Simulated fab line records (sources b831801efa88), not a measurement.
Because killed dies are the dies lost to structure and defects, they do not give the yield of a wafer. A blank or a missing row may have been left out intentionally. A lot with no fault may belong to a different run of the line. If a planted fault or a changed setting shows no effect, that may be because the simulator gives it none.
Which tool is to blame? -- flow sky130 -- 14 lots, 42 wafers sampled, at 3 steps of a route of 708

== WHAT THE GAUGES SHOWED, per wafer ==
SKY_NWELL_RS_MEAS_31: a four-point-probe measurement. Usual: PWDE_RS gives 5280 ohm/sq (standard deviation 16).
lot,measured,on,PWDE_RS (ohm/sq),flag
L405,day 5 18:57,filmMetro-04,5313 5300 5309,
L406,day 6 00:30,filmMetro-04,5314 5293 5295,
L407,day 6 04:54,filmMetro-01,5306 5278 5296,
L409,day 7 01:38,filmMetro-01,5298 5299 5282,
L413,day 7 22:32,filmMetro-03,5293 5296 5279,
L414,day 8 03:14,filmMetro-04,5261 5279 5282,
L420,day 9 13:59,filmMetro-04,5285 5273 5270,
L421,day 9 19:48,filmMetro-04,5271 5283 5276,
L422,day 10 01:33,filmMetro-04,5299 5293 5294,
L423,day 10 07:09,filmMetro-04,5303 5279 5293,
L424,day 10 16:00,filmMetro-01,5267 5257 5260,
L425,day 10 18:13,filmMetro-03,5298 5277 5272,
L426,day 11 01:07,filmMetro-03,5256 5254 5277,
L428,day 11 10:49,filmMetro-03,5280 5281 5266,

== TOOL THAT RAN EACH LOT (tool first, then ch and the chambers of the sampled wafers, then the start) ==
lot,SKY_FIELD_ISO_ETCH_15,SKY_PWDE_DEVELOP_06
L405,"rieDiel-03 ch 2,3, day 2 06:48","lithoTrack-04 ch 0, day 4 02:00"
L406,"rieDiel-04 ch 1,2,3, day 2 11:03","lithoTrack-03 ch 0, day 4 06:00"
L407,"rieDiel-03 ch 1,2,3, day 2 16:24","lithoTrack-03 ch 0, day 4 11:00"
L409,"rieDiel-04 ch 0,1, day 3 07:17","lithoTrack-01 ch 0, day 5 06:00"
L413,"rieDiel-03 ch 0,2, day 4 00:21","lithoTrack-04, day 6 01:00"
L414,"rieDiel-01 ch 1,3, day 4 06:32","lithoTrack-03, day 6 05:00"
L420,"rieDiel-01 ch 0,2,3, day 5 12:42","lithoTrack-01 ch 0, day 7 14:00"
L421,"rieDiel-03 ch 0,1,3, day 5 17:26","lithoTrack-01 ch 0, day 7 19:00"
L422,"rieDiel-03 ch 0,1, day 5 23:17","lithoTrack-04 ch 0, day 8 01:00"
L423,"rieDiel-04 ch 2,3, day 6 05:14","lithoTrack-04 ch 0, day 8 07:00"
L424,"rieDiel-04 ch 0,1,3, day 6 10:48","lithoTrack-04 ch 0, day 8 15:00"
L425,"rieDiel-04 ch 1,3, day 6 14:44","lithoTrack-03 ch 0, day 8 18:00"
L426,"rieDiel-04 ch 0,3, day 6 19:53","lithoTrack-04 ch 0, day 9 01:00"
L428,"rieDiel-03 ch 1,2, day 7 06:03","lithoTrack-03 ch 0, day 9 12:00"
- SKY_FIELD_ISO_ETCH_15: etches the open film in CHF3/O2, stops on Si, target depth 180 nm, time 72 s.
- SKY_PWDE_DEVELOP_06: develop time 60 s.

== AS READ BY THE TOOLS THEMSELVES (means over the sampled wafers that have a number; for cases with no such wafer, the mark the record gives instead) ==
SKY_FIELD_ISO_ETCH_15. Usual: drypumpMotorCurrentA 5.7 A, standard deviation 0.49; oesProductAu 0.947 a.u., standard deviation 0.0061; throttleValvePct 8.847 %, standard deviation 0.0087.
lot,tool,drypumpMotorCurrentA (A),oesProductAu (a.u.),throttleValvePct (%),flag
L405,rieDiel-03,5.7,0.943,8.840,
L406,rieDiel-04,5.7,0.948,8.845,
L407,rieDiel-03,5.4,0.945,8.846,
L409,rieDiel-04,6.4,0.947,8.845,
L413,rieDiel-03,5.3,0.945,8.843,
L414,rieDiel-01,6.2,0.948,8.843,
L420,rieDiel-01,6.0,0.942,8.846,
L421,rieDiel-03,5.7,0.949,8.847,
L422,rieDiel-03,5.4,0.944,8.847,
L423,rieDiel-04,5.3,0.943,8.840,
L424,rieDiel-04,6.0,0.941,8.837,
L425,rieDiel-04,6.0,0.947,8.850,
L426,rieDiel-04,5.6,0.960,8.838,
L428,rieDiel-03,5.1,0.945,8.855,

SKY_PWDE_DEVELOP_06. Usual: chillPlateTempC at 23.02 C, with a standard deviation of 0.098.
lot,tool,chillPlateTempC (C),flag
L405,lithoTrack-04,23.01,
L406,lithoTrack-03,22.95,
L407,lithoTrack-03,22.95,
L409,lithoTrack-01,23.09,
L413,lithoTrack-04,-,OFF
L414,lithoTrack-03,-,OFF
L420,lithoTrack-01,23.10,
L421,lithoTrack-01,22.98,
L422,lithoTrack-04,23.08,
L423,lithoTrack-04,23.10,
L424,lithoTrack-04,22.95,
L425,lithoTrack-03,23.01,
L426,lithoTrack-04,23.10,
L428,lithoTrack-03,22.96,

== THE ANSWER, worked out from the rows above alone ==
Rule: a lot counts as off when the mean over its wafers that have a number is more than 3 standard deviations away from the usual mean. A lot without any number at a reading at which 4 lots or more have one is off too. The other lots that the step has rows for count as sound. Order of review: gauges by route order, followed by the tools' own readings, for which a lot's mean as printed above is used. The first step at which some lot is off is used, and at that step the reading that is off furthest; a lot without a number counts as furthest.
Off: L413, L414 (SKY_PWDE_DEVELOP_06, chillPlateTempC). Without a number there: L413, L414.
If a tool, at that step or one of the process steps before it, ran each lot that is off and ran no sound lot following the first of them, it fits. Not one of the candidates tried fits.

== WHAT HAD BEEN PUT IN BY THE SIMULATOR ==
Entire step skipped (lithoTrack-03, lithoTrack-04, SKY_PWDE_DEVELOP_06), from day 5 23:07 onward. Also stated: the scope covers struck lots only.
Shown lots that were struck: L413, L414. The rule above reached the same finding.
